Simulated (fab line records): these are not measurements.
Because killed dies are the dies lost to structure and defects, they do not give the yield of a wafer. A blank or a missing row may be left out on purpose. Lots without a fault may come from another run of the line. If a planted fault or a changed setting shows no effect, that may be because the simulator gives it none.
A struck lot beside a sound one || flow sky130 || 15 out of 708 route steps
Sound: wafers L821.1, L821.2, L821.5. Struck: wafer L816.6 (L816.1, L816.4, from the same lot, were not struck and are left out); the cause is given at the end.
Order at every step that has rows: each side's tool, ch and its chambers, its first start. Under that, the readings that differ: sound wafers || struck wafers || difference of the means || sigmas: that difference in standard deviations of wafers without a fault.
alike: readings with means less than 2 such deviations apart, plus words and numbers identical on both sides. not compared: withheld readings, readings lacking a value on some wafer, bounds such as >300 that could conceal the same value, and numbers that have no deviation in the record and whose values overlap.
The two part at a step that has a row with sigmas, a row that says differs or no value, or rows on one side only. Numbers that don't overlap but have no deviation are shown without sigmas and don't part them. A reading that every wafer of one side lacks parts them only if that side has two wafers or more.

SKY_VIA3_CMP_02: polishes SiO2.
  sound on cmp-01 ch 0,2, day 42 16:50; struck on cmp-02 ch 2, day 41 20:31
  alike: head-pressure-psi, motor-current-A
SKY_VIA3_BOW_MEAS_03:
  sound on film-metro-04 at day 42 17:08; struck on film-metro-03 at day 41 20:49
  alike: VIA3_BOW
then, 8 steps without rows for these wafers: SKY_VIA3_DEHYDRATE_04 (time 60 s); SKY_VIA3_HMDS_05 (prime time 60 s); SKY_VIA3_COAT_06 (resist thk 60 nm); SKY_VIA3_COAT_07 (resist thk 450 nm); SKY_VIA3_SOFTBAKE_08 (time 90 s); SKY_VIA3_EXPOSE_09 (exposes mask VIM3, target cd 200 nm); SKY_VIA3_PEB_10; SKY_VIA3_DEVELOP_11 (develop time 60 s).
SKY_VIA3_CD_MEAS_12: the cd target is 200 nm.
  sound on cd-sem-02 at day 43 15:33; struck on cd-sem-01 at day 42 19:45
  alike: cd-nm
SKY_VIA3_OVL_MEAS_13:
  sound on overlay-02 at day 43 15:40; struck on overlay-01 at day 42 19:52
  alike: VIA3_OVL
SKY_VIA3_ETCH_14: etches BARC in N2/H2, stops on SiO2, time 45.9 s, target depth 60 nm.
  sound on rie-diel-03 ch 0,1,2, day 43 15:43; struck on rie-diel-01 ch 3, day 42 19:55
{"reading": "drypump-motor-current-A (A)", "sound": "5.7 6.3 6.1", "struck": 5.1, "difference": -0.9, "sigmas": -2}
{"reading": "oes-product-au (a.u.)", "sound": "0.857 0.853 0.852", "struck": 0.959, "difference": "+0.105", "sigmas": "+23"}
{"reading": "run-length-s (s)", "sound": "74.0 74.6 73.7", "struck": 69.0, "difference": -5.1, "sigmas": -12}
{"reading": "model.KrF-thick_of_VIA3_COAT_07.thk-nm (nm)", "sound": "392.2 393.8 394.5", "struck": 398, "difference": "+4", "sigmas": ""}
  alike: throttle-valve-pct
  not compared: rf-hours-counter-h
SKY_VIA3_ETCH_15: etches SiO2 in C4F8/O2/Ar, stops on TiN, target depth 507 nm, time 78 s.
  sound on rie-diel-03 ch 0,1,2, day 43 15:45; struck on rie-diel-01 ch 3, day 42 19:57
{"reading": "model.KrF-thick_of_VIA3_COAT_07.thk-nm (nm)", "sound": "290.4 292.4 296.5", "struck": 297.3, "difference": "+4.2", "sigmas": ""}
  alike: oes-product-au, run-length-s
SKY_VIA3_STRIP_16: strips in O2/N2.
  sound on plasma-asher-02 ch 0,1, day 43 15:49; struck on plasma-asher-01 ch 0, day 42 20:01
  alike: drypump-motor-current-A, o2-flow-sccm, oes-product-au, strip-time-to-endpoint-s
  not compared: rf-hours-counter-h

WHERE THEY PART
Only at SKY_VIA3_ETCH_14, as far as this record shows. Later steps at which nothing parts them and some readings are alike: SKY_VIA3_ETCH_15, SKY_VIA3_STRIP_16.

WHY: the cause the simulator had injected
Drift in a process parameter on rie-diel-01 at SKY_VIA3_ETCH_14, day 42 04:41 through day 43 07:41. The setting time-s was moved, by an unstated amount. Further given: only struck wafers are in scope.
